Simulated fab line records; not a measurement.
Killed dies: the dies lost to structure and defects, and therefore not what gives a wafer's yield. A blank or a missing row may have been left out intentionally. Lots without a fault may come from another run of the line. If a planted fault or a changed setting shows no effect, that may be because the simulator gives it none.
fab line records | flow gf180mcu | part 2 of 2: steps 27 to 37 of 37
record: lots: 5 | wafers: 15 | lastDay: 34
route steps=602 shown V4@486 MIM@503
lots with no fault: from the same line, run without faults
startH: the number of hours between the record's first day and the start of the first shown wafer of the lot | waitH: hours since the lot's step before | " unchanged from the row above | L1.1+2: a row that stands for several wafers | - no value present, or no start provided | * or withheld: withheld | < > ~ a bound
route shown NAME@n: names a module that has steps shown in the file, with the first one's number in the route | usual: average and standard deviation across the fault-free wafers | same: alike in all rows | chamber/n: place in a boat | sites: the reading at each site | _std_site: how widely they spread, as a standard deviation | _edge_site: the outer-site mean with the inner-site mean subtracted | radiusMm: for every site, how far away it sits from the centre of the wafer | mask NAME#n: copy n | behind: the last tool/chamber to shape the wafer | hold: reason for holding the lot/hours on hold/outcome of the hold | device: whichever transistor did not switch (one of n, p or np) | end of line: at the end of the route, the tests of the same wafers | where a step has no rows: the recipe by itself | killed: not the wafer's yield, but the dies lost to structure and defects at the first sort | map: a wafer's dies, marking killed ones x, the rest . and places with no die _
set.NAME: the setting that was run; set.NAME@STEP: the one run at that earlier step | model.NAME: the simulator's own value behind a step, which no gauge read
lots seen at some steps along the route; tables by step, rows by wafer
services: a tool's chamber out of use, with start hour (startH, from the record's first day; less than 0 if before it), hours out, and reason
== steps ==
step: GF_MIM_SPUTTER_09
recipe: material: TiN | targetThkNm: 35 | powerW: 6500 | timeS: 29.2 | chamberPressurePa: 0.4059
usual: throttleValvePct: 29.6/1.2
lot.wafer | tool          | chamber | startH | waitH | throttleValvePct
L075.1    | pvdSputter-03 | -       | 596.39 | 0.0   | 27.8
L075.2    | "             | -       | "      | "     | 28.6
L075.3    | "             | -       | "      | "     | 29.5
L076.4    | pvdSputter-03 | -       | 597.51 | 0.0   | 29.8
L076.5    | "             | -       | "      | "     | 28.9
L076.6    | "             | -       | "      | "     | 29.5
L085.1    | pvdSputter-01 | -       | 671.80 | 0.0   | 30.3
L085.4    | "             | -       | "      | "     | 31.0
L085.5    | "             | -       | "      | "     | 29.1
L093.2    | pvdSputter-01 | -       | 714.43 | 0.0   | 30.2
L093.5    | "             | -       | "      | "     | 29.9
L093.6    | "             | -       | "      | "     | 30.9
L095.2    | pvdSputter-04 | -       | 729.98 | 0.0   | 29.9
L095.4    | "             | -       | "      | "     | 30.4
L095.5    | "             | -       | "      | "     | 29.7
step: GF_MIM_RS_MEAS_10
recipe: thkMeasGauge: four-point-probe | reads: TiN_of_MIM_SPUTTER_09+AlCu_of_MIM_SPUTTER_08+TiN_of_MIM_SPUTTER_07
usual: MIM_ALCU_RS: 0.1599/0.002
lot.wafer | tool         | chamber | startH | waitH | MIM_ALCU_RS[ohm/sq]
L075.1    | filmMetro-02 | -       | 596.43 | 0.0   | 0.1611
L075.2    | "            | -       | "      | "     | 0.1640
L075.3    | "            | -       | "      | "     | 0.1621
L076.4    | filmMetro-04 | -       | 597.61 | 0.1   | 0.1593
L076.5    | "            | -       | "      | "     | 0.1622
L076.6    | "            | -       | "      | "     | 0.1603
L085.1    | filmMetro-02 | -       | 671.83 | 0.0   | 0.1577
L085.4    | "            | -       | "      | "     | 0.1570
L085.5    | "            | -       | "      | "     | 0.1573
L093.2    | filmMetro-02 | -       | 714.48 | 0.0   | 0.1597
L093.5    | "            | -       | "      | "     | 0.1565
L093.6    | "            | -       | "      | "     | 0.1575
L095.2    | filmMetro-04 | -       | 730.06 | 0.1   | 0.1641
L095.4    | "            | -       | "      | "     | 0.1619
L095.5    | "            | -       | "      | "     | 0.1630
step: GF_MIM_THK_MEAS_11
recipe: thkMeasGauge: xrf | reads: AlCu_of_MIM_SPUTTER_08
usual: MIM_ALCU_THK: 203.6/2.6
lot.wafer | tool         | chamber | startH | waitH | MIM_ALCU_THK[nm]
L075.1    | filmMetro-02 | -       | 596.55 | 0.1   | 200.5
L075.2    | "            | -       | "      | "     | 197.3
L075.3    | "            | -       | "      | "     | 199.6
L076.4    | filmMetro-04 | -       | 597.70 | 0.1   | 203.6
L076.5    | "            | -       | "      | "     | 201.3
L076.6    | "            | -       | "      | "     | 205.4
L085.1    | filmMetro-02 | -       | 671.95 | 0.1   | 206.8
L085.4    | "            | -       | "      | "     | 207.4
L085.5    | "            | -       | "      | "     | 206.1
L093.2    | filmMetro-02 | -       | 714.59 | 0.1   | 202.6
L093.5    | "            | -       | "      | "     | 207.8
L093.6    | "            | -       | "      | "     | 206.3
L095.2    | filmMetro-04 | -       | 730.17 | 0.1   | 200.9
L095.4    | "            | -       | "      | "     | 201.6
L095.5    | "            | -       | "      | "     | 201.6
step: GF_MIM_DEHYDRATE_12
recipe: tempC: 200 | timeS: 60
usual: plateTempC: 200.01/0.16
lot.wafer | tool          | chamber | startH | waitH | plateTempC
L075.1    | lithoTrack-02 | 0       | 605.72 | 9.2   | 199.95
L075.2    | "             | 0       | "      | "     | 200.21
L075.3    | "             | 0       | "      | "     | 199.96
L076.4    | lithoTrack-04 | 0       | 606.79 | 9.1   | 199.97
L076.5    | "             | 0       | "      | "     | 199.86
L076.6    | "             | 0       | "      | "     | 199.94
L085.1    | lithoTrack-04 | 0       | 681.32 | 9.4   | 199.98
L085.4    | "             | 0       | "      | "     | 199.93
L085.5    | "             | 0       | "      | "     | 200.00
L093.2    | lithoTrack-01 | 0       | 724.28 | 9.7   | 200.10
L093.5    | "             | 0       | "      | "     | 200.07
L093.6    | "             | 0       | "      | "     | 200.00
L095.2    | lithoTrack-04 | 0       | 738.44 | 8.3   | 199.95
L095.4    | "             | 0       | "      | "     | 200.20
L095.5    | "             | 0       | "      | "     | 199.84
step: GF_MIM_HMDS_13
recipe: primeTimeS: 60 | primeTempC: 120
same: primeTimeS: 60
lot.wafer  | tool          | chamber | startH | waitH
L075.1+2+3 | lithoTrack-02 | 0       | 605.87 | 0.1
L076.4+5+6 | lithoTrack-04 | 0       | 606.94 | 0.1
L085.1+4+5 | lithoTrack-04 | 0       | 681.47 | 0.1
L093.2+5+6 | lithoTrack-01 | 0       | 724.43 | 0.1
L095.2+4+5 | lithoTrack-04 | 0       | 738.59 | 0.1
step: GF_MIM_COAT_14
recipe: resist: NOVOLAK | spinRpm: 3000 | resistThkNm: 1000
lot.wafer  | tool          | chamber | startH | waitH
L075.1+2+3 | lithoTrack-02 | 0       | 606.02 | 0.1
L076.4+5+6 | lithoTrack-04 | 0       | 607.09 | 0.1
L085.1+4+5 | lithoTrack-04 | 0       | 681.62 | 0.1
L093.2+5+6 | lithoTrack-01 | 0       | 724.58 | 0.1
L095.2+4+5 | lithoTrack-04 | 0       | 738.74 | 0.1
step: GF_MIM_SOFTBAKE_15
recipe: tempC: 90 | timeS: 60 | resist: NOVOLAK
usual: plateTempC: 90.01/0.12
lot.wafer | tool          | chamber | startH | waitH | plateTempC
L075.1    | lithoTrack-02 | 0       | 606.17 | 0.1   | 89.97
L075.2    | "             | 0       | "      | "     | 89.77
L075.3    | "             | 0       | "      | "     | 90.07
L076.4    | lithoTrack-04 | 0       | 607.24 | 0.1   | 90.11
L076.5    | "             | 0       | "      | "     | 89.94
L076.6    | "             | 0       | "      | "     | 89.98
L085.1    | lithoTrack-04 | 0       | 681.77 | 0.1   | 90.09
L085.4    | "             | 0       | "      | "     | 89.91
L085.5    | "             | 0       | "      | "     | 90.03
L093.2    | lithoTrack-01 | 0       | 724.73 | 0.1   | 90.15
L093.5    | "             | 0       | "      | "     | 90.06
L093.6    | "             | 0       | "      | "     | 89.93
L095.2    | lithoTrack-04 | 0       | 738.89 | 0.1   | 90.11
L095.4    | "             | 0       | "      | "     | 90.02
L095.5    | "             | 0       | "      | "     | 90.04
step: GF_MIM_EXPOSE_16
recipe: maskId: FuseTop | targetCdNm: 2000 | na: 0.6 | sourceShape: conventional | sigmaOuter: 0.6 | doseMj: 140
lot.wafer  | tool            | chamber | startH | waitH | mask
L075.1+2+3 | ilineStepper-02 | 0       | -      | -     | FuseTop#0
L076.4+5+6 | ilineStepper-02 | 0       | -      | -     | FuseTop#0
L085.1+4+5 | ilineStepper-01 | 0       | -      | -     | FuseTop#0
L093.2+5+6 | ilineStepper-02 | 0       | -      | -     | FuseTop#0
L095.2+4+5 | ilineStepper-02 | 0       | -      | -     | FuseTop#0
step: GF_MIM_PEB_17
recipe: tempC: withheld | timeS: * | resist: NOVOLAK
lot.wafer  | tool          | chamber | startH | waitH
L075.1+2+3 | lithoTrack-04 | 0       | -      | -
L076.4+5+6 | lithoTrack-04 | 0       | -      | -
L085.1+4+5 | lithoTrack-02 | 0       | -      | -
L093.2+5+6 | lithoTrack-04 | 0       | -      | -
L095.2+4+5 | lithoTrack-04 | 0       | -      | -
step: GF_MIM_DEVELOP_18
recipe: developTimeS: 60 | devTempC: 23
lot.wafer  | tool          | chamber | startH | waitH
L075.1+2+3 | lithoTrack-04 | 0       | 617.72 | 0.1
L076.4+5+6 | lithoTrack-04 | 0       | 618.09 | 0.1
L085.1+4+5 | lithoTrack-02 | 0       | 691.02 | 0.1
L093.2+5+6 | lithoTrack-04 | 0       | 733.24 | 0.1
L095.2+4+5 | lithoTrack-04 | 0       | 747.49 | 0.1
step: GF_MIM_METAL_ETCH_19
recipe: chemistry: Cl2/BCl3 | maskMaterial: NOVOLAK | stopOn: Si3N4 | targetDepthNm: 324.5 | pressureMtorr: 8 | icpW: 800 | biasW: 140 | Cl2_flow_sccm: 80 | bcl3FlowSccm: 40 | timeS: 54.1
usual: drypumpMotorCurrentA: 5.8/0.4 | heBacksideLeakSccm: 3.24/0.23 | oesProductAu: 0.942/0.0069 | throttleValvePct: 28.283/0.011
lot.wafer | tool        | chamber | startH | waitH | drypumpMotorCurrentA | heBacksideLeakSccm | oesProductAu | rfHoursCounterH | throttleValvePct
L075.1    | rieMetal-01 | 0       | 617.87 | 0.1   | 5.9                  | 3.14               | 0.939        | 10.1            | 28.293
L075.2    | "           | 0       | "      | "     | 5.9                  | 3.04               | 0.932        | -               | 28.301
L075.3    | "           | 0       | "      | "     | 5.9                  | 2.97               | 0.936        | -               | 28.290
L076.4    | rieMetal-02 | 0       | 618.24 | 0.1   | 5.7                  | 3.08               | 0.939        | -               | 28.273
L076.5    | "           | 0       | "      | "     | 5.7                  | 3.18               | 0.943        | -               | 28.279
L076.6    | "           | 0       | "      | "     | 5.6                  | 4.41               | 0.940        | -               | 28.292
L085.1    | rieMetal-03 | 0       | 691.17 | 0.1   | 5.1                  | 3.06               | 0.942        | 7.4             | 28.285
L085.4    | "           | 0       | "      | "     | 5.1                  | 3.37               | 0.952        | -               | 28.274
L085.5    | "           | 0       | "      | "     | 5.1                  | 3.10               | 0.942        | -               | 28.290
L093.2    | rieMetal-01 | 1       | 733.36 | 0.1   | 5.5                  | 3.45               | 0.952        | 3.9             | 28.284
L093.5    | "           | 1       | "      | "     | 5.5                  | 3.57               | 0.947        | -               | 28.274
L093.6    | "           | 0       | "      | "     | 5.9                  | 3.03               | 0.954        | -               | 28.302
L095.2    | rieMetal-02 | 1       | 747.61 | 0.1   | 6.4                  | 3.23               | 0.932        | 4.4             | 28.263
L095.4    | "           | 0       | "      | "     | 5.7                  | 3.11               | 0.936        | -               | 28.302
L095.5    | "           | 1       | "      | "     | 6.4                  | 3.21               | 0.938        | -               | 28.280
== services ==
tool            | chamber | startH | hours | kind
ilineStepper-02 | -       | 566.46 | 1.7   | pm
plasmaAsher-01  | -       | 568.80 | 6.6   | repair
cmp-02          | -       | 572.23 | 4.0   | pm
plasmaAsher-03  | -       | 592.21 | 4.8   | repair
wetBench-03     | -       | 593.27 | 3.6   | repair
pvdSputter-01   | -       | 593.55 | 0.6   | repair
rieDiel-01      | 2       | 598.86 | 72.4  | repair
pvdSputter-03   | -       | 602.32 | 6.1   | repair
krfScanner-01   | -       | 608.76 | 0.8   | pm
pvdSputter-04   | -       | 619.01 | 0.9   | repair
rieDiel-01      | -       | 637.35 | 3.9   | repair
rieDiel-04      | -       | 650.30 | 2.8   | pm
pvdSputter-03   | -       | 650.60 | 0.7   | repair
rieDiel-04      | 0       | 655.82 | 4.4   | repair
pvdSputter-01   | -       | 662.82 | 0.5   | repair
rieDiel-01      | 0       | 663.17 | 4.6   | repair
krfScanner-01   | -       | 665.12 | 4.4   | pm
rieDiel-04      | 3       | 671.99 | 10.8  | repair
krfScanner-01   | -       | 673.66 | 1.3   | pm
cmp-02          | -       | 677.42 | 23.6  | pm
pvdSputter-01   | -       | 697.10 | 1.8   | repair
krfScanner-01   | -       | 698.29 | 1.0   | pm
rieDiel-01      | 2       | 700.19 | 6.2   | repair
krfScanner-01   | -       | 726.00 | 0.2   | repair
